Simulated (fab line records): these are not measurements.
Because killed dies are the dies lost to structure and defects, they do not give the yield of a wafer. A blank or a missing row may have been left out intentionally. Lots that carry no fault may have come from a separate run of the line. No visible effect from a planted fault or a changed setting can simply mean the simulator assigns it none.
What tool caused it? || flow sky130 || Sampling: 11 lots, 32 wafers, 6 of 708 route steps

== WHAT EACH GAUGE READ, for each wafer ==
SKY_LOCAL_INTERCONNECT_RS_MEAS_01: a four-point-probe measurement. Usual: LOCAL_INTERCONNECT_TIN_RS typically reads 14.16 ohm/sq, with standard deviation 0.14.
{"lot": "L109", "measured": "day 28 23:49", "on": "film metro-01", "LOCAL_INTERCONNECT_TIN_RS (ohm/sq)": "14.22 14.10 14.24", "flag": ""}
{"lot": "L111", "measured": "day 30 01:56", "on": "film metro-02", "LOCAL_INTERCONNECT_TIN_RS (ohm/sq)": "13.93 14.08 14.08", "flag": ""}
{"lot": "L112", "measured": "day 30 04:02", "on": "film metro-03", "LOCAL_INTERCONNECT_TIN_RS (ohm/sq)": "14.11 14.25 14.19", "flag": ""}
{"lot": "L113", "measured": "day 30 12:50", "on": "film metro-03", "LOCAL_INTERCONNECT_TIN_RS (ohm/sq)": "14.03 14.08 14.02", "flag": ""}
{"lot": "L114", "measured": "day 31 01:50", "on": "film metro-01", "LOCAL_INTERCONNECT_TIN_RS (ohm/sq)": "14.17 14.10 14.02", "flag": ""}
{"lot": "L118", "measured": "day 32 06:26", "on": "film metro-03", "LOCAL_INTERCONNECT_TIN_RS (ohm/sq)": "14.20 14.07 14.17", "flag": ""}
{"lot": "L119", "measured": "day 32 17:38", "on": "film metro-01", "LOCAL_INTERCONNECT_TIN_RS (ohm/sq)": "13.99 14.09 13.99", "flag": ""}
{"lot": "L121", "measured": "day 33 10:46", "on": "film metro-03", "LOCAL_INTERCONNECT_TIN_RS (ohm/sq)": "13.98 13.98 14.07", "flag": ""}
{"lot": "L123", "measured": "day 34 02:21", "on": "film metro-03", "LOCAL_INTERCONNECT_TIN_RS (ohm/sq)": "14.25 14.10 14.25", "flag": ""}
{"lot": "L124", "measured": "day 34 04:35", "on": "film metro-03", "LOCAL_INTERCONNECT_TIN_RS (ohm/sq)": "17.35 14.40 14.44", "flag": "OFF"}
{"lot": "L128", "measured": "day 35 11:52", "on": "film metro-01", "LOCAL_INTERCONNECT_TIN_RS (ohm/sq)": "17.14 13.94", "flag": "OFF"}

SKY_LOCAL_INTERCONNECT_THK_MEAS_02: measures by xrf. Usual: LOCAL_INTERCONNECT_TIN_THK typically reads 100.6 nm, with standard deviation 0.98.
{"lot": "L109", "measured": "day 28 23:55", "on": "film metro-01", "LOCAL_INTERCONNECT_TIN_THK (nm)": "99.4 100.1 99.7", "flag": ""}
{"lot": "L111", "measured": "day 30 02:02", "on": "film metro-02", "LOCAL_INTERCONNECT_TIN_THK (nm)": "102.5 100.6 101.2", "flag": ""}
{"lot": "L112", "measured": "day 30 04:10", "on": "film metro-03", "LOCAL_INTERCONNECT_TIN_THK (nm)": "101.5 100.2 100.8", "flag": ""}
{"lot": "L113", "measured": "day 30 12:57", "on": "film metro-03", "LOCAL_INTERCONNECT_TIN_THK (nm)": "102.3 101.9 101.3", "flag": ""}
{"lot": "L114", "measured": "day 31 01:58", "on": "film metro-01", "LOCAL_INTERCONNECT_TIN_THK (nm)": "100.2 100.0 101.5", "flag": ""}
{"lot": "L118", "measured": "day 32 06:34", "on": "film metro-03", "LOCAL_INTERCONNECT_TIN_THK (nm)": "101.0 101.8 100.9", "flag": ""}
{"lot": "L119", "measured": "day 32 17:46", "on": "film metro-01", "LOCAL_INTERCONNECT_TIN_THK (nm)": "101.4 100.2 101.4", "flag": ""}
{"lot": "L121", "measured": "day 33 10:52", "on": "film metro-03", "LOCAL_INTERCONNECT_TIN_THK (nm)": "102.1 102.3 101.7", "flag": ""}
{"lot": "L123", "measured": "day 34 02:28", "on": "film metro-03", "LOCAL_INTERCONNECT_TIN_THK (nm)": "100.1 101.2 100.5", "flag": ""}
{"lot": "L124", "measured": "day 34 04:43", "on": "film metro-03", "LOCAL_INTERCONNECT_TIN_THK (nm)": "83.2 99.4 99.3", "flag": "OFF"}
{"lot": "L128", "measured": "day 35 11:58", "on": "film metro-01", "LOCAL_INTERCONNECT_TIN_THK (nm)": "83.3 101.8", "flag": "OFF"}

SKY_CONTACT_THK_MEAS_03. Usual: CONTACT_HDPCVD_THK typically reads 567 nm, with standard deviation 5.4.
{"lot": "L109", "measured": "day 30 05:08", "on": "film metro-04", "CONTACT_HDPCVD_THK (nm)": "569 570 561", "flag": ""}
{"lot": "L111", "measured": "day 31 07:36", "on": "film metro-01", "CONTACT_HDPCVD_THK (nm)": "562 560 564", "flag": ""}
{"lot": "L112", "measured": "day 31 09:02", "on": "film metro-02", "CONTACT_HDPCVD_THK (nm)": "558 565 564", "flag": ""}
{"lot": "L113", "measured": "day 31 18:10", "on": "film metro-01", "CONTACT_HDPCVD_THK (nm)": "574 564 569", "flag": ""}
{"lot": "L114", "measured": "day 32 06:04", "on": "film metro-01", "CONTACT_HDPCVD_THK (nm)": "573 572 559", "flag": ""}
{"lot": "L118", "measured": "day 33 10:03", "on": "film metro-02", "CONTACT_HDPCVD_THK (nm)": "564 563 566", "flag": ""}
{"lot": "L119", "measured": "day 33 20:54", "on": "film metro-04", "CONTACT_HDPCVD_THK (nm)": "566 578 563", "flag": ""}
{"lot": "L121", "measured": "day 34 14:33", "on": "film metro-01", "CONTACT_HDPCVD_THK (nm)": "575 573 567", "flag": ""}
{"lot": "L123", "measured": "day 35 06:02", "on": "film metro-04", "CONTACT_HDPCVD_THK (nm)": "568 568 571", "flag": ""}
{"lot": "L124", "measured": "day 35 08:29", "on": "film metro-02", "CONTACT_HDPCVD_THK (nm)": "561 562 560", "flag": ""}
{"lot": "L128", "measured": "day 36 15:20", "on": "film metro-04", "CONTACT_HDPCVD_THK (nm)": "568 565", "flag": ""}

SKY_CONTACT_BOW_MEAS_05. Usual: CONTACT_BOW typically reads 82 um, with standard deviation 7.4.
{"lot": "L109", "measured": "day 30 05:31", "on": "film metro-02", "CONTACT_BOW (um)": "81 88 79", "flag": ""}
{"lot": "L111", "measured": "day 31 07:59", "on": "film metro-02", "CONTACT_BOW (um)": "80 86 88", "flag": ""}
{"lot": "L112", "measured": "day 31 09:24", "on": "film metro-04", "CONTACT_BOW (um)": "74 86 64", "flag": ""}
{"lot": "L113", "measured": "day 31 18:32", "on": "film metro-04", "CONTACT_BOW (um)": "80 83 79", "flag": ""}
{"lot": "L114", "measured": "day 32 06:40", "on": "film metro-04", "CONTACT_BOW (um)": "86 95 82", "flag": ""}
{"lot": "L118", "measured": "day 33 10:25", "on": "film metro-01", "CONTACT_BOW (um)": "85 77 77", "flag": ""}
{"lot": "L119", "measured": "day 33 21:16", "on": "film metro-02", "CONTACT_BOW (um)": "88 82 85", "flag": ""}
{"lot": "L121", "measured": "day 34 14:55", "on": "film metro-01", "CONTACT_BOW (um)": "98 88 93", "flag": ""}
{"lot": "L123", "measured": "day 35 06:23", "on": "film metro-01", "CONTACT_BOW (um)": "80 75 86", "flag": ""}
{"lot": "L124", "measured": "day 35 08:50", "on": "film metro-04", "CONTACT_BOW (um)": "79 87 77", "flag": ""}
{"lot": "L128", "measured": "day 36 15:43", "on": "film metro-04", "CONTACT_BOW (um)": "85 78", "flag": ""}

== WHICH TOOL RAN EACH LOT (tool, then ch and the chambers of the sampled wafers, then the start) ==
{"lot": "L109", "SKY_LOCAL_INTERCONNECT_SPUTTER_00": "pvd sputter-02, day 28 23:44", "SKY_LOCAL_INTERCONNECT_METAL_ETCH_14": "rie metal-01 ch 0,1, day 30 03:59"}
{"lot": "L111", "SKY_LOCAL_INTERCONNECT_SPUTTER_00": "pvd sputter-04, day 30 01:50", "SKY_LOCAL_INTERCONNECT_METAL_ETCH_14": "rie metal-03 ch 0,1, day 31 06:47"}
{"lot": "L112", "SKY_LOCAL_INTERCONNECT_SPUTTER_00": "pvd sputter-02, day 30 03:58", "SKY_LOCAL_INTERCONNECT_METAL_ETCH_14": "rie metal-04 ch 0,1, day 31 08:14"}
{"lot": "L113", "SKY_LOCAL_INTERCONNECT_SPUTTER_00": "pvd sputter-02, day 30 12:46", "SKY_LOCAL_INTERCONNECT_METAL_ETCH_14": "rie metal-04 ch 0,1, day 31 17:16"}
{"lot": "L114", "SKY_LOCAL_INTERCONNECT_SPUTTER_00": "pvd sputter-04, day 31 01:47", "SKY_LOCAL_INTERCONNECT_METAL_ETCH_14": "rie metal-04 ch 0,1, day 32 05:14"}
{"lot": "L118", "SKY_LOCAL_INTERCONNECT_SPUTTER_00": "pvd sputter-04, day 32 06:22", "SKY_LOCAL_INTERCONNECT_METAL_ETCH_14": "rie metal-03 ch 0, day 33 09:11"}
{"lot": "L119", "SKY_LOCAL_INTERCONNECT_SPUTTER_00": "pvd sputter-02, day 32 17:35", "SKY_LOCAL_INTERCONNECT_METAL_ETCH_14": "rie metal-03 ch 0, day 33 20:03"}
{"lot": "L121", "SKY_LOCAL_INTERCONNECT_SPUTTER_00": "pvd sputter-02, day 33 10:40", "SKY_LOCAL_INTERCONNECT_METAL_ETCH_14": "rie metal-04 ch 0, day 34 13:44"}
{"lot": "L123", "SKY_LOCAL_INTERCONNECT_SPUTTER_00": "pvd sputter-02, day 34 02:17", "SKY_LOCAL_INTERCONNECT_METAL_ETCH_14": "rie metal-04 ch 1, day 35 05:14"}
{"lot": "L124", "SKY_LOCAL_INTERCONNECT_SPUTTER_00": "pvd sputter-02, day 34 04:31", "SKY_LOCAL_INTERCONNECT_METAL_ETCH_14": "rie metal-04 ch 0,1, day 35 07:40"}
{"lot": "L128", "SKY_LOCAL_INTERCONNECT_SPUTTER_00": "pvd sputter-02, day 35 11:46", "SKY_LOCAL_INTERCONNECT_METAL_ETCH_14": "rie metal-01 ch 1, day 36 14:29"}
- SKY_LOCAL_INTERCONNECT_SPUTTER_00: material TiN, target thk 100 nm, time 83.3 s.
- SKY_LOCAL_INTERCONNECT_METAL_ETCH_14: etches TiN in Cl2/BCl3, stops on PSG, target depth 110 nm, time 31.4 s.

== WHAT THE TOOLS THEMSELVES READ (means of the sampled wafers that have a number; where no wafer has one, the mark that the record gives instead) ==
SKY_LOCAL_INTERCONNECT_SPUTTER_00. Usual: susceptor temp C 300.01 C, standard deviation 0.19; throttle valve pct 29.9 %, standard deviation 0.92.
{"lot": "L109", "tool": "pvd sputter-02", "susceptor temp C (C)": 300.30, "throttle valve pct (%)": 30.7, "flag": ""}
{"lot": "L111", "tool": "pvd sputter-04", "susceptor temp C (C)": 300.23, "throttle valve pct (%)": 29.2, "flag": ""}
{"lot": "L112", "tool": "pvd sputter-02", "susceptor temp C (C)": 300.07, "throttle valve pct (%)": 30.0, "flag": ""}
{"lot": "L113", "tool": "pvd sputter-02", "susceptor temp C (C)": 299.83, "throttle valve pct (%)": 30.6, "flag": ""}
{"lot": "L114", "tool": "pvd sputter-04", "susceptor temp C (C)": 300.05, "throttle valve pct (%)": 29.8, "flag": ""}
{"lot": "L118", "tool": "pvd sputter-04", "susceptor temp C (C)": 300.09, "throttle valve pct (%)": 29.8, "flag": ""}
{"lot": "L119", "tool": "pvd sputter-02", "susceptor temp C (C)": 300.00, "throttle valve pct (%)": 30.9, "flag": ""}
{"lot": "L121", "tool": "pvd sputter-02", "susceptor temp C (C)": 300.06, "throttle valve pct (%)": 29.5, "flag": ""}
{"lot": "L123", "tool": "pvd sputter-02", "susceptor temp C (C)": 299.89, "throttle valve pct (%)": 29.9, "flag": ""}
{"lot": "L124", "tool": "pvd sputter-02", "susceptor temp C (C)": 300.09, "throttle valve pct (%)": 29.8, "flag": ""}
{"lot": "L128", "tool": "pvd sputter-02", "susceptor temp C (C)": 299.91, "throttle valve pct (%)": 29.4, "flag": ""}

SKY_LOCAL_INTERCONNECT_METAL_ETCH_14. Usual: drypump motor current A 6.3 A, standard deviation 0.35; oes product au 0.942 a.u., standard deviation 0.0068; throttle valve pct 21.901 %, standard deviation 0.01.
{"lot": "L109", "tool": "rie metal-01", "drypump motor current A (A)": 6.1, "oes product au (a.u.)": 0.935, "throttle valve pct (%)": 21.895, "flag": ""}
{"lot": "L111", "tool": "rie metal-03", "drypump motor current A (A)": 5.8, "oes product au (a.u.)": 0.948, "throttle valve pct (%)": 21.902, "flag": ""}
{"lot": "L112", "tool": "rie metal-04", "drypump motor current A (A)": 6.2, "oes product au (a.u.)": 0.945, "throttle valve pct (%)": 21.911, "flag": ""}
{"lot": "L113", "tool": "rie metal-04", "drypump motor current A (A)": 6.4, "oes product au (a.u.)": 0.949, "throttle valve pct (%)": 21.892, "flag": ""}
{"lot": "L114", "tool": "rie metal-04", "drypump motor current A (A)": 6.2, "oes product au (a.u.)": 0.945, "throttle valve pct (%)": 21.906, "flag": ""}
{"lot": "L118", "tool": "rie metal-03", "drypump motor current A (A)": 6.1, "oes product au (a.u.)": 0.935, "throttle valve pct (%)": 21.903, "flag": ""}
{"lot": "L119", "tool": "rie metal-03", "drypump motor current A (A)": 6.1, "oes product au (a.u.)": 0.943, "throttle valve pct (%)": 21.900, "flag": ""}
{"lot": "L121", "tool": "rie metal-04", "drypump motor current A (A)": 6.0, "oes product au (a.u.)": 0.948, "throttle valve pct (%)": 21.901, "flag": ""}
{"lot": "L123", "tool": "rie metal-04", "drypump motor current A (A)": 6.6, "oes product au (a.u.)": 0.944, "throttle valve pct (%)": 21.899, "flag": ""}
{"lot": "L124", "tool": "rie metal-04", "drypump motor current A (A)": 6.4, "oes product au (a.u.)": 0.908, "throttle valve pct (%)": 21.924, "flag": "OFF"}
{"lot": "L128", "tool": "rie metal-01", "drypump motor current A (A)": 6.7, "oes product au (a.u.)": 0.899, "throttle valve pct (%)": 21.926, "flag": "OFF"}

== THE ANSWER, worked out from the rows above alone ==
Rule: lot off if the mean of its wafers having a number is beyond 3 standard deviations from the usual mean. A lot without any number at a reading at which 4 lots or more have one is off too. The other lots that the step has rows for count as sound. First the gauges in route order, then the tools' own readings, where a lot's mean is used as printed above. At the first step where some lot is off, the reading lying furthest off is the one used; lots without a number count as furthest.
Off: L124, L128, seen at SKY_LOCAL_INTERCONNECT_RS_MEAS_01 (LOCAL_INTERCONNECT_TIN_RS).
A tool fits if, at a process step before that reading, it ran every lot that is off, and no sound lot after the first of them. Not tried: the gauges at SKY_LOCAL_INTERCONNECT_RS_MEAS_01; whatever is off there is also off at SKY_LOCAL_INTERCONNECT_METAL_ETCH_14, on other tools, and gauge error can't account for it. One fits: SKY_LOCAL_INTERCONNECT_SPUTTER_00 on pvd sputter-02. Its last sound lot is L123 (day 34 02:17), its first lot that is off L124 (day 34 04:31): a fault that began between those two fits.

== WHAT THE SIMULATOR HAD INSERTED ==
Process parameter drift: pvd sputter-02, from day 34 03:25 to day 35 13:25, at SKY_LOCAL_INTERCONNECT_SPUTTER_00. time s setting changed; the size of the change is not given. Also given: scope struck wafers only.
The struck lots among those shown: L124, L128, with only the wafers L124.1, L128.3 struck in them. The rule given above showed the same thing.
